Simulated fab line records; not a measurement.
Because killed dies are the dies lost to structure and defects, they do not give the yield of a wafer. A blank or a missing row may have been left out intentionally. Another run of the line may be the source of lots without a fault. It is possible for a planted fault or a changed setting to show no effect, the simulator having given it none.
Matching of chambers || flow sky130 || 3 sister chambers for SKY_VIA4_HDPCVD_00 on hdpcvd-02
The step deposits SiO2, target thk 1750 nm, time 291.7 s. 14 wafers are shown with their chamber, then 6 later ones without.

WAFERS WITH THEIR CHAMBER
{"wafer": "L540.2", "chamber": 2, "run length s (s)": 319.3}
{"wafer": "L540.3", "chamber": 0, "run length s (s)": 318.4}
{"wafer": "L540.4", "chamber": 0, "run length s (s)": 318.5}
{"wafer": "L541.1", "chamber": 0, "run length s (s)": 318.5}
{"wafer": "L541.4", "chamber": 1, "run length s (s)": 320.4}
{"wafer": "L541.6", "chamber": 0, "run length s (s)": 318.8}
{"wafer": "L545.3", "chamber": 2, "run length s (s)": 318.7}
{"wafer": "L545.6", "chamber": 1, "run length s (s)": 319.9}
{"wafer": "L546.2", "chamber": 2, "run length s (s)": 319.1}
{"wafer": "L546.3", "chamber": 0, "run length s (s)": 318.4}
{"wafer": "L548.3", "chamber": 1, "run length s (s)": 320.0}
{"wafer": "L558.3", "chamber": 0, "run length s (s)": 318.5}
{"wafer": "L558.4", "chamber": 1, "run length s (s)": 320.0}
{"wafer": "L558.5", "chamber": 0, "run length s (s)": 318.6}

SIGNATURES (means of the wafers above)
{"reading": "run length s", "chamber 0": 318.529, "chamber 1": 320.075, "chamber 2": 319.033, "scatter within a chamber": 0.202}
Rule: a wafer lies at a distance from a chamber equal to the root of the sum of squares, over the readings, of (its reading less the chamber's mean, divided by the reading's scatter). If the next closest chamber is less than 2 further off than the closest, the wafer can't be placed; otherwise it belongs to the closest. The scatter: the root of (the sum of the squares of (reading less its chamber's mean) over the shown wafers, divided by (wafers less chambers)).

WAFERS MISSING THEIR CHAMBER
{"wafer": "L559.4", "run length s (s)": 320.2}
{"wafer": "L559.5", "run length s (s)": 318.9}
{"wafer": "L559.6", "run length s (s)": 318.4}
{"wafer": "L561.1", "run length s (s)": 320.4}
{"wafer": "L561.5", "run length s (s)": 318.6}
{"wafer": "L561.6", "run length s (s)": 319.1}

WHICH CHAMBER EACH ONE RAN IN
{"wafer": "L559.4", "from the rows above": 1, "in truth": 1}
{"wafer": "L559.5", "from the rows above": "can't be placed: 2 or 0", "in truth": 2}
{"wafer": "L559.6", "from the rows above": 0, "in truth": 0}
{"wafer": "L561.1", "from the rows above": 1, "in truth": 1}
{"wafer": "L561.5", "from the rows above": "can't be placed: 0 or 2", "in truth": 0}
{"wafer": "L561.6", "from the rows above": 2, "in truth": 2}
Correct placement for 4 of the 6. Can't be placed from these rows: 2 (the true chamber is among the candidates in 2). Wrongly placed: 0.
